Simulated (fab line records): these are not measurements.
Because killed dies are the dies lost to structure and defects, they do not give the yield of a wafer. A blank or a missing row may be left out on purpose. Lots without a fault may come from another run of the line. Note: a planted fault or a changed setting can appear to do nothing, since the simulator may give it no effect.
Chamber matching | flow sky130 | SKY_VIA2_CMP_24 on cmp-01: 4 sister chambers
The step polishes, stops on SiO2, t overpolish 20 s, target thk 0 nm. 8 wafers are shown with their chamber, then 12 later ones without.

## WAFERS WITH THEIR CHAMBER
wafer  | chamber | motorCurrentA (A) | timeToEndpointS (s)
L079.3 | 2       | 12.5              | 102
L081.5 | 0       | 9.1               | 95
L081.6 | 1       | 10.2              | 93
L084.5 | 2       | 12.4              | 100
L084.6 | 3       | 10.4              | 106
L088.1 | 0       | 9.2               | 96
L088.2 | 3       | 9.9               | 108
L088.4 | 1       | 10.5              | 93

## WAFERS WITHOUT THEIR CHAMBER
wafer  | motorCurrentA (A) | timeToEndpointS (s)
L091.3 | 10.2              | 94
L091.4 | 9.4               | 97
L091.5 | 9.7               | 86
L092.2 | 9.6               | 100
L092.4 | 13.5              | 105
L092.6 | 9.6               | 107
L092.1 | 9.8               | 105
L092.3 | 10.2              | 94
L092.5 | 12.7              | 103
L093.1 | 9.1               | 97
L093.2 | 10.3              | 109
L093.6 | 11.8              | 106

## CHAMBER TAKEN BY EACH
wafer  | from the rows above | in truth
L091.3 | 1                   | 1
L091.4 | 0                   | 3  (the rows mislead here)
L091.5 | 1                   | 1
L092.2 | 0                   | 0
L092.4 | 2                   | 2
L092.6 | 3                   | 3
L092.1 | 3                   | 3
L092.3 | 1                   | 1
L092.5 | 2                   | 2
L093.1 | 0                   | 0
L093.2 | 3                   | 3
L093.6 | 2                   | 2
Correct placement for 11 of the 12. Not placeable from these rows: 0. 1 placed wrongly.
How it was worked out, from the rows above alone: a wafer's distance from a chamber is the root of the sum, over the readings, of the square of ((its reading less the chamber's mean) divided by the reading's scatter). The wafer belongs to the nearest chamber; if the next one is less than 2 further off, it can't be placed. A chamber's mean is the mean of its shown wafers. How the scatter is found: for the shown wafers, subtract from each reading the mean of its chamber, square and add these, divide the total by (wafers less chambers), then take the root.
